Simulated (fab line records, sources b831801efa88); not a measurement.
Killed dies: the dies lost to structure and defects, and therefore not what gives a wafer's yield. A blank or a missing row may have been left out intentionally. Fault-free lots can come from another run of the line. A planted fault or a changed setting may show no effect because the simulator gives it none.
What tool caused it?    flow gf180mcu    13 lots with 38 wafers sampled at 2 steps, on a route of 602 steps

WHAT EACH GAUGE READ, for each wafer
GF_M2_THK_MEAS_06: measures by xrf. Usual: M2_ALCU_THK gives 450 nm (standard deviation 7.1).
lot   measured      on             M2_ALCU_THK (nm)  flag
L382  day 18 04:02  film-metro-03  452 454 451       
L383  day 18 12:41  film-metro-01  449 450 445       
L384  day 19 10:11  film-metro-01  438 448 447       
L385  day 19 20:40  film-metro-04  440 447 448       
L386  day 19 17:34  film-metro-04  447 456 458       
L387  day 20 06:36  film-metro-01  452 438 445       
L388  day 20 14:22  film-metro-03  454 462 461       
L389  day 21 01:17  film-metro-01  437 434 440       
L390  day 21 07:27  film-metro-01  449 452 451       
L391  day 21 13:07  film-metro-01  451 447 451       
L392  day 22 02:16  film-metro-04  453 456 459       
L393  day 22 06:29  film-metro-04  451 448 454       
L400  day 24 14:59  film-metro-01  442 444           

TOOL THAT RAN EACH LOT (tool first, then ch and the chambers of the sampled wafers, then the start)
lot   GF_STI_ETCH_14
L382  rie-si-02 ch 0,1, day 2 01:26
L383  rie-si-02 ch 0,1,3, day 2 07:50
L384  rie-si-02 ch 1,3, day 2 14:41
L385  rie-si-02 ch 2,3, day 2 19:02
L386  rie-si-02 ch 0,1,2, day 2 23:07
L387  rie-si-01 ch 0,3, day 3 02:50
L388  rie-si-01 ch 0,2,3, day 3 08:38
L389  rie-si-01 ch 0,1,3, day 3 17:07
L390  rie-si-02 ch 2,3, day 3 20:52
L391  rie-si-02 ch 1,2,3, day 3 23:47
L392  rie-si-02 ch 0,1,3, day 4 04:53
L393  rie-si-02 ch 0,1,2, day 4 10:14
L400  rie-si-02 ch 0,2, day 6 00:19
- GF_STI_ETCH_14: etches Si in HBr/Cl2/O2, target depth 360 nm, time 102.9 s.

WHAT THE TOOLS THEMSELVES READ (means of the sampled wafers that have a number; where no wafer has one, the mark that the record gives instead)
GF_STI_ETCH_14. Usual: drypump-motor-current-A 5.7 A, standard deviation 0.38; oes-product-au 1.003 a.u., standard deviation 0.011; run-length-s 131.2 s, standard deviation 0.38; throttle-valve-pct 25.653 %, standard deviation 0.011.
lot   tool       drypump-motor-current-A (A)  oes-product-au (a.u.)  run-length-s (s)  throttle-valve-pct (%)  flag
L382  rie-si-02  5.9                          0.997                  131.5             25.660                  
L383  rie-si-02  5.7                          1.000                  131.4             25.647                  
L384  rie-si-02  5.6                          0.993                  131.2             25.659                  
L385  rie-si-02  5.5                          0.999                  131.4             25.654                  
L386  rie-si-02  5.6                          0.998                  131.1             25.654                  
L387  rie-si-01  6.3                          1.019                  130.9             25.643                  
L388  rie-si-01  6.1                          1.017                  131.0             25.640                  
L389  rie-si-01  5.8                          1.023                  130.9             25.639                  
L390  rie-si-02  5.4                          1.004                  131.1             25.645                  
L391  rie-si-02  5.5                          0.997                  131.2             25.652                  
L392  rie-si-02  5.7                          0.997                  131.6             25.655                  
L393  rie-si-02  5.6                          0.994                  131.0             25.661                  
L400  rie-si-02  5.7                          0.997                  133.8             25.665                  OFF

THE ANSWER, worked out from the rows above alone
Rule: a lot is off if the mean of its wafers that have a number lies more than 3 standard deviations from the usual mean. Also off: a lot with no number at a reading for which 4 or more lots have one. The other lots that the step has rows for count as sound. The gauges are gone through in route order, then the tools' own readings, and for those a lot's mean is taken as printed above. At the first step where some lot is off, the reading lying furthest off is the one used; lots without a number count as furthest.
Off: L400 (GF_STI_ETCH_14, run-length-s).
If a tool, at that step or one of the process steps before it, ran each lot that is off and ran no sound lot following the first of them, it fits. One fits: rie-si-02 at GF_STI_ETCH_14. A fault onset in the window from L393 (day 4 10:14, its last sound lot) to L400 (day 6 00:19, its first lot off) fits.
The tool's own readings at GF_STI_ETCH_14 bear it out: on the lots that are off they differ by more than 5 times the standard deviation of the sound lots' means. run-length-s reads 133.8 s there against 131.2 s on the sound lots.

WHAT THE SIMULATOR PUT IN
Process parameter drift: rie-si-02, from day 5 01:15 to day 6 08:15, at GF_STI_ETCH_14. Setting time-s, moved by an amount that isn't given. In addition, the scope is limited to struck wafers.
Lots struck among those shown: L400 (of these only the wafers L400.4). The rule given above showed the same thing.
